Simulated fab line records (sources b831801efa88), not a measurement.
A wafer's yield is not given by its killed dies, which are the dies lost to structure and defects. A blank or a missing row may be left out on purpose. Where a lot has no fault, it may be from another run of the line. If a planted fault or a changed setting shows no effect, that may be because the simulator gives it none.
Problem report in the 8D (eight disciplines) form, filled by code    flow gf180mcu    the parts of the form that need people (team, actions taken, sign-off) are left out

## 1. WHAT IS WRONG
Wafers without a fault read 97.8 s, standard deviation 0.38; run length s at GF_POLY_GATE_ETCH_13 reads a mean of 90.3 s on 6 wafers belonging to 2 lots. That puts it -20 standard deviations away from the usual mean.
The step: etches poly-Si in HBr/Cl2, stops on SiO2, target depth 198.5 nm, time 69.6 s.
Seen first at day 10 07:19 on rie si-02, wafer L462.2. Wafers with a number at this step in the record: 18, from 6 lots. Rule for "out" (also "out of limits"): further than 4 standard deviations from the usual mean. The rest of the wafers with a number are treated as sound.

## 2. WHAT IT IS AND WHAT IT IS NOT
question                     is                      is not
which readings at this step  run length s            throttle valve pct
which lots                   L462, L463              L461, L474, L477, L481
which wafers of those lots   all that have a number  -
read on which tools          rie si-02               rie si-01
when                         from day 10 07:19       up to then (3 sound wafers); but 9 sound wafers of L474, L477, L481 came after

## 3. SUSPECTS, AND WHAT RULES EACH OUT
Counting: any tool at a process step up to the reading is kept as a suspect provided that every lot that is out went through it and no sound lot did after the first of them.
- rie diel-01 at GF_POLY_GATE_ETCH_12 (etches BARC in N2/H2): ruled out as a lasting fault. Following L462 (day 10 07:16), the first lot on it that is out, the sound lots L481 were run on it.
- rie si-02 at GF_POLY_GATE_ETCH_13 (etches poly-Si in HBr/Cl2, stops on SiO2, target depth 198.5 nm, time 69.6 s): kept. Every lot that is out went through it, starting with L462 (day 10 07:19), and after that it ran no sound lot; the last sound lot it ran before then is L461 (day 10 01:53). Its own run length s readings are out on those wafers.
After counting, what remains is rie si-02 at GF_POLY_GATE_ETCH_13.

## 4. THE CAUSE (what the simulator had put in)
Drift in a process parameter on rie si-02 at GF_POLY_GATE_ETCH_13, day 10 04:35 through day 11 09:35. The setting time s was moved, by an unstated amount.
The count eliminated every tool but this one.

## 5. THE EFFECT CHAIN, in route order
Each row: a reading whose mean over the struck wafers that have a number lies more than 3 standard deviations from the usual. Scope: only readings with a usual standard deviation given in the record; hours: median across lots of the time from each lot's start at the first step in this table that gives one to its start at this step; sigmas: change in usual standard deviations.
hours  step                  reading       usual   on struck wafers  change  sigmas
0      GF_POLY_GATE_ETCH_13  run length s  97.8 s  90.3              -7.5    -20
The process steps in it:
- GF_POLY_GATE_ETCH_13: etches poly-Si in HBr/Cl2, stops on SiO2, target depth 198.5 nm, time 69.6 s.
Readings that are blank on the struck wafers while sound wafers have them: rf fwd power W at GF_POLY_GATE_ETCH_13.

## 6. HOW IT WOULD HAVE BEEN CAUGHT EARLIER
First out-of-limits reading in this record: day 10 07:19, which is 3 hours after fault onset at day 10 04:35.
